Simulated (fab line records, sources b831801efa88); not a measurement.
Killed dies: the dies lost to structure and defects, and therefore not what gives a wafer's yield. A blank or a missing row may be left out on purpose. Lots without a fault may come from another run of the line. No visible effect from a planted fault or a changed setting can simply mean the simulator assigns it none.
A lot that was struck, set against a sound lot :: flow sky130 :: 15 steps out of a route of 708
Sound: these wafers, L702.1, L702.3, L702.4. The struck wafers were L707.1, L707.3, L707.6. Last of all comes the cause.
Each step with rows lists, per side, the tool, then ch with its chambers, then its first start. Under that, the readings that differ: sound wafers :: struck wafers :: difference of the means :: sigmas: that difference in standard deviations of wafers without a fault.
alike: a reading whose means differ by less than 2 such deviations, as well as words and numbers matching on both sides. not compared: withheld readings; readings where some wafer has no value; bounds like >300 that might hide an equal value; numbers whose values overlap and for which the record gives no deviation.
A row with sigmas, a row that says differs or no value, or rows on one side alone: a step with any of these is where the two part. When numbers do not overlap yet have no deviation, they are printed without sigmas and do not part them. A reading missing from all wafers of one side parts the sides only when that side holds two or more wafers.

SKY_LDD_HVN_OVL_MEAS_07:
  sound on overlay-02, day 22 22:43; struck on overlay-01, day 24 11:22
  alike: LDD_HVN_OVL
following that, these wafers have no rows for 1 step: SKY_LDD_HVN_IMPLANT_08.
SKY_LDD_HVN_STRIP_09: strips in O2/N2.
  sound on plasma_asher-01 ch 0,1, day 22 22:54; struck on plasma_asher-01 ch 0,1, day 24 11:33
  alike: drypump_motor_current_A, oes_product_au, strip_time_to_endpoint_s
  not compared: rf_hours_counter_h
SKY_LDD_HVN_TW_MEAS_10:
  sound on film_metro-03, day 22 23:00; struck on film_metro-02, day 24 11:39
  alike: LDD_HVN_TW
then, 7 steps without rows for these wafers: SKY_LDD_HVP_DEHYDRATE_00 (time 60 s); SKY_LDD_HVP_HMDS_01 (prime time 60 s); SKY_LDD_HVP_COAT_02 (resist thk 300 nm); SKY_LDD_HVP_SOFTBAKE_03 (time 60 s); SKY_LDD_HVP_EXPOSE_04 (exposes mask HVPTM, target cd 700 nm); SKY_LDD_HVP_PEB_05; SKY_LDD_HVP_DEVELOP_06 (develop time 60 s).
SKY_LDD_HVP_OVL_MEAS_07:
  sound on overlay-02, day 24 04:53; struck on overlay-02, day 25 17:26
  alike: LDD_HVP_OVL
SKY_LDD_HVP_IMPLANT_08:
  sound on implanter-02 ch 0, day 24 04:56; struck on implanter-02 ch 0, day 25 17:29
reading: beam_on_s (s)
sound: 9.83 9.82 9.88
struck: 10.60 10.60 11.06
difference: +0.91
sigmas: +5

reading: end_station_pressure_torr (Torr)
sound: 4.81e-06 4.7e-06 5.56e-06
struck: 5.84e-05 6.078e-05 6.059e-05
difference: +5.49e-05
sigmas: +99 or more

reading: faraday_current_uA
sound: 97.6 97.4 97.5
struck: 87.2 86.8 83.6
difference: -11.6
sigmas: -6
SKY_LDD_HVP_STRIP_09: strips in O2/N2.
  sound on plasma_asher-01 ch 0,1, day 24 05:05; struck on plasma_asher-02 ch 0,1, day 25 17:38
  alike: drypump_motor_current_A, oes_product_au, strip_time_to_endpoint_s
  not compared: rf_hours_counter_h
-- a jump in the record: the struck wafers' starts before and after are 23 days apart (it breaks off in module LDD_HVP and resumes in module PAD_OPEN, where the first step shown is number 708 of the route) --
SKY_PAD_OPEN_PROBE_99:
  sound on prober-02, day 47 14:05; struck on prober-01, day 48 12:41
reading: model.etest.tip_p_5v.rs_ohm_sq
sound: 2850 2856 2843
struck: 2672 2652 2682
difference: -181
sigmas: 
  alike: killed_at_M0_to_M3, killed_at_M4_up, killed_at_contacts, killed_at_front_end, killed_at_other, killed_dies, killed_open, killed_short

WHERE THEY PART
SKY_LDD_HVP_IMPLANT_08 only, going by this record. Later steps at which nothing parts them and some readings are alike: SKY_LDD_HVP_STRIP_09, SKY_PAD_OPEN_PROBE_99.

WHY: the cause the simulator had injected
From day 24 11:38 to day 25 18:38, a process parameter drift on implanter-02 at SKY_LDD_HVP_IMPLANT_08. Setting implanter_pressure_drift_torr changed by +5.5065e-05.
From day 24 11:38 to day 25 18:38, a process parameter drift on implanter-02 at SKY_LDD_HVP_IMPLANT_08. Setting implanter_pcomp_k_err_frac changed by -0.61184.
